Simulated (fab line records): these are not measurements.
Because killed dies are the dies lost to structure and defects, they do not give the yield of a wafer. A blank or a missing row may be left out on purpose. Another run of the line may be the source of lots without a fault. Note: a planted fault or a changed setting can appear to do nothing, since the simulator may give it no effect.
A lot that was struck, set against a sound lot -- flow sfqLine -- 15 steps out of a route of 325
Sound: wafers L588.1, L588.5, L588.6. The struck wafers were L597.2, L597.5, L597.6. The cause is named last.
Per side, at each step with rows, come the tool, then ch with its chambers, and then its first start. Under that, the readings that differ: sound wafers -- struck wafers -- difference of the means -- sigmas: that difference in standard deviations of wafers without a fault.
alike: same words and numbers on both sides, and readings whose means sit less than 2 such deviations apart. not compared: any withheld reading, any reading some wafer has no value for, any bound like >300 that may hide the same value, and any number with overlapping values for which the record gives no deviation.
Wherever a step has rows on one side only, a row that says differs or no value, or a row with sigmas, the two part there. When numbers do not overlap yet have no deviation, they are printed without sigmas and do not part them. A reading that every wafer of one side lacks parts them only if that side has two wafers or more.

first, 1 step without rows for these wafers: SFQ_TRILAYER_M7_STRIP_SOLV_CLEAN_182 (cleans in NMP, time 600 s).
SFQ_TRILAYER_I7_DEP_PECVD_183: deposits SiO2 from SiH4/N2O, time 111.11 s, target thk 500 nm.
  sound on pecvd-03 ch 1,2, day 82 15:17; struck on pecvd-01 ch 0,1,2, day 85 00:52
  alike: heaterPowerW, throttleValvePct
  not compared: sinceWetCleanH
SFQ_TRILAYER_I7_CMP_CMP_184: polishes SiO2.
  sound on cmp-01 ch 0,3, day 82 15:52; struck on cmp-02 ch 2,3, day 85 06:34
  alike: headPressurePsi, motorCurrentA, platenRpm, timeToEndpointS
SFQ_I7_BOW_MEAS_946:
  sound on filmMetro-04 at day 82 18:22; struck on filmMetro-01 at day 85 09:35
  alike: I7_BOW
SFQ_TRILAYER_I7_METRO_MEASURE_185:
  sound on filmMetro-04 at day 82 18:29; struck on filmMetro-01 at day 85 09:53
reading,sound,struck,difference,sigmas
thkNm (nm),205.0 206.3 203.4,203.0 202.1 202.5,-2.4,-2
then, 6 steps without rows for these wafers: SFQ_TRILAYER_I7_VIA_LITHO_COAT_192 (resist thk 62 nm); SFQ_TRILAYER_I7_VIA_LITHO_COAT_187 (resist thk 650 nm); SFQ_TRILAYER_I7_VIA_LITHO_SOFTBAKE_191; SFQ_TRILAYER_I7_VIA_LITHO_EXPOSE_188 (exposes mask I7, target cd 1000 nm); SFQ_TRILAYER_I7_VIA_LITHO_PEB_190 (peb time 60 s); SFQ_TRILAYER_I7_VIA_LITHO_DEVELOP_189 (time 60 s).
-- the record jumps here: 4 days lie between the struck wafers' starts before and after --
SFQ_I7_OVL_MEAS_947:
  sound on overlay-02 at day 87 02:16; struck on overlay-01 at day 89 17:43
  alike: I7_OVL
SFQ_TRILAYER_I7_VIA_BARC_OPEN_VIA_ETCH_260: etches BARC in O2, target depth 125 nm, time 41.7 s.
  sound on rieDiel-01 ch 0,1, day 87 02:17; struck on rieDiel-03 ch 0,1,3, day 89 17:45
reading,sound,struck,difference,sigmas
rfFwdPowerW (W),493.6 495.1 491.9,696.1 692.4 694.8,+200.9,+96
model.KrF_of_TRILAYER_I7_VIA_LITHO_COAT_187.thkNm (nm),575.1 574.8 574.3,556.9 556.9 555.8,-18.2,
  alike: drypumpMotorCurrentA, oesProductAu
  not compared: rfHoursCounterH
SFQ_TRILAYER_I7_VIA_ETCH_VIA_ETCH_190: etches SiO2 in CHF3, stops on Nb, target depth 260 nm.
  sound on rieDiel-01 ch 0,1, day 87 02:20; struck on rieDiel-03 ch 0,1,3, day 89 17:47
reading,sound,struck,difference,sigmas
model.KrF_of_TRILAYER_I7_VIA_LITHO_COAT_187.thkNm (nm),530.1 530.1 529.3,511.9 511.6 511.4,-18.2,
  alike: drypumpMotorCurrentA, oesProductAu, rfFwdPowerW
SFQ_TRILAYER_I7_VIA_STRIP_STRIP_191: strips in O2.
  sound on rieMetal-01 ch 0,1, day 87 02:27; struck on rieMetal-01 ch 0,1, day 89 17:55
  alike: drypumpMotorCurrentA, oesProductAu
  not compared: rfHoursCounterH

== WHERE THEY PART ==
At SFQ_TRILAYER_I7_METRO_MEASURE_185 first; at SFQ_TRILAYER_I7_VIA_BARC_OPEN_VIA_ETCH_260 last (within this record only). Later steps at which nothing parts them and some readings are alike: SFQ_TRILAYER_I7_VIA_ETCH_VIA_ETCH_190, SFQ_TRILAYER_I7_VIA_STRIP_STRIP_191.

WHY: whatever the simulator had introduced
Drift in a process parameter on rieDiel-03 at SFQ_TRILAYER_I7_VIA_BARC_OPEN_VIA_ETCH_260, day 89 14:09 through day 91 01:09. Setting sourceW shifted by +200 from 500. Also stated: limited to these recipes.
